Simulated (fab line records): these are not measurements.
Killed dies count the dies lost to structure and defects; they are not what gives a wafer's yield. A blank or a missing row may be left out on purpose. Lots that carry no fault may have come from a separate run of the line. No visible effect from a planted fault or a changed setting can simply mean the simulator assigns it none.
One fault seen from 2 desks -- flow sky130 -- what lay behind the numbers comes last; until then each desk has only its own

## AT THE METROLOGY DESK
Lot by lot, what the gauges showed, no matter which tool ran the lot: averages of those sampled wafers that carry a number. The brackets show how far a lot's mean lies from the usual mean; more than 4 standard deviations puts the lot out of limits, marked OUT.
Columns: A = VIA4_W_RS at SKY_VIA4_RS_MEAS_19, usual 0.227 ohm/sq; B = VIA4_W_THK at SKY_VIA4_THK_MEAS_20, usual 495 nm; C = METAL5_ALCU_RS at SKY_METAL5_RS_MEAS_05, usual 0.0269 ohm/sq
lot,first seen here,A,B,C
L934,day 42 14:07,0.229,489,0.0271
L935,day 43 04:49,0.223,501,0.0270
L936,day 43 11:48,0.225,499,0.0275
L939,day 43 22:59,0.227,492,0.0270
L943,day 45 18:24,0.196 (-8.3) OUT,610 (+13) OUT,0.0266
L944,day 46 03:05,0.199 (-7.6) OUT,581 (+9.9) OUT,0.0273
L947,day 46 14:52,0.229,501,0.0267
L953,day 47 15:55,0.227,489,0.0274
L955,day 48 00:48,0.229,497,0.0263
L957,day 48 22:38,0.228,494,0.0267
This desk finds L943, L944 out of limits, with the earliest case on L943 at day 45 18:24 (VIA4_W_RS at SKY_VIA4_RS_MEAS_19). L934, L935, L936, L939, L947, L953, L955, L957 stayed within limits.

## DESK OF THE TOOL OWNER: cvd w-02
The tool's own readings at SKY_VIA4_CVD_18 (deposits W, target thk 505 nm, time 152.14 s): means of the sampled wafers that have a number, for each lot that ran on this tool. The brackets show how far a lot's mean lies from the usual mean; more than 4 standard deviations puts the lot out of limits, marked OUT.
Columns: A = heater power w at SKY_VIA4_CVD_18, usual 839 W
lot,first seen here,A
L935,day 43 04:40,832
L936,day 43 11:39,832
L943,day 45 18:16,829
L944,day 46 02:56,814
Finding of this desk: none of the 4 lots has anything out of limits.

## PUT TOGETHER
An alarm was possible from the metrology desk at day 45 18:24, on L943, L944.
The tool owner's desk saw nothing out of limits.
On record at the tool owner's desk: L943, L944, within its limits.
Of the lots named, all ran SKY_VIA4_CVD_18 on cvd w-02.

## WHAT HAD BEEN PUT IN BY THE SIMULATOR
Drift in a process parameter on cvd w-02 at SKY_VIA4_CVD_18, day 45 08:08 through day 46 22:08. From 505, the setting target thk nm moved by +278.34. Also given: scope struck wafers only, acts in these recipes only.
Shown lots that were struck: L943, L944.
Per desk, hours elapsed from the start of the fault to the first reading out of limits: for the metrology desk, 10.
